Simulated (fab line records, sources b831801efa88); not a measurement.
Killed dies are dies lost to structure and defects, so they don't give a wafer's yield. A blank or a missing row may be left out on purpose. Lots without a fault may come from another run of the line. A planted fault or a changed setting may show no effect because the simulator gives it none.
Chamber matching | flow gf180mcu | GF_V1_CMP_04 on cmp-02: 4 sister chambers
The step polishes SiO2. 18 wafers are shown with their chamber, then 9 later ones without.

WAFERS WITH THEIR CHAMBER
wafer  | chamber | time_to_endpoint_s (s) | motor_current_A (A) | edge_zone_pressure_frac
L947.4 | 1       | 79                     | 12.4                | 1.003
L947.5 | 0       | 80                     | 12.6                | 1.001
L947.6 | 3       | 79                     | 12.7                | 1.005
L959.4 | 3       | 90                     | 12.0                | 1.004
L959.5 | 1       | 83                     | 12.0                | 0.998
L959.6 | 0       | 90                     | 13.2                | 0.996
L962.2 | 1       | 79                     | 12.2                | 0.996
L962.4 | 3       | 81                     | 12.5                | 0.997
L962.5 | 0       | 91                     | 13.0                | 1.002
L963.2 | 0       | 89                     | 12.8                | 0.999
L963.3 | 2       | 76                     | 12.6                | 1.000
L963.4 | 1       | 86                     | 12.3                | 0.996
L965.1 | 1       | 73                     | 12.0                | 0.997
L965.3 | 0       | 77                     | 11.9                | 0.999
L965.5 | 2       | 73                     | 12.1                | 0.999
L966.3 | 0       | 84                     | 12.7                | 0.999
L966.4 | 3       | 88                     | 12.6                | 1.000
L966.5 | 3       | 83                     | 12.3                | 0.996

SIGNATURES (means of the wafers above)
reading                 | chamber 0 | chamber 1 | chamber 2 | chamber 3 | scatter within a chamber
time_to_endpoint_s      | 85.17     | 80.00     | 74.50     | 84.20     | 5.03
motor_current_A         | 12.700    | 12.180    | 12.350    | 12.420    | 0.334
edge_zone_pressure_frac | 0.99933   | 0.99800   | 0.99950   | 1.00040   | 0.00294
Rule: a wafer's distance from a chamber is the root of the sum, over the readings, of the square of ((its reading less the chamber's mean) divided by the reading's scatter). The wafer belongs to the nearest chamber; if the next one is less than 2 further off, it can't be placed. The scatter: the root of (the sum of the squares of (reading less its chamber's mean) over the shown wafers, divided by (wafers less chambers)).

WAFERS WITHOUT THEIR CHAMBER
wafer  | time_to_endpoint_s (s) | motor_current_A (A) | edge_zone_pressure_frac
L968.2 | 84                     | 12.8                | 1.007
L968.4 | 84                     | 11.8                | 0.993
L968.5 | 85                     | 12.8                | 0.994
L969.3 | 75                     | 11.7                | 0.995
L969.4 | 87                     | 12.8                | 0.999
L969.6 | 84                     | 12.1                | 0.996
L970.1 | 77                     | 12.8                | 0.996
L970.2 | 68                     | 11.7                | 0.998
L970.5 | 79                     | 13.1                | 1.005

WHICH CHAMBER EACH WENT THROUGH
wafer  | from the rows above               | in truth
L968.2 | can't be placed: 3 or 0 or 2 or 1 | 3
L968.4 | can't be placed: 1 or 3 or 2 or 0 | 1
L968.5 | can't be placed: 0 or 3 or 1 or 2 | 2
L969.3 | can't be placed: 1 or 2 or 3 or 0 | 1
L969.4 | can't be placed: 0 or 3 or 1      | 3
L969.6 | can't be placed: 1 or 3 or 0 or 2 | 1
L970.1 | can't be placed: 2 or 0 or 1 or 3 | 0
L970.2 | can't be placed: 2 or 1 or 3      | 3
L970.5 | can't be placed: 0 or 3 or 2 or 1 | 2
Placed correctly: 0 of 9. Can't be placed from these rows: 9 (the true chamber is among the candidates in 9). Placed wrongly: 0.
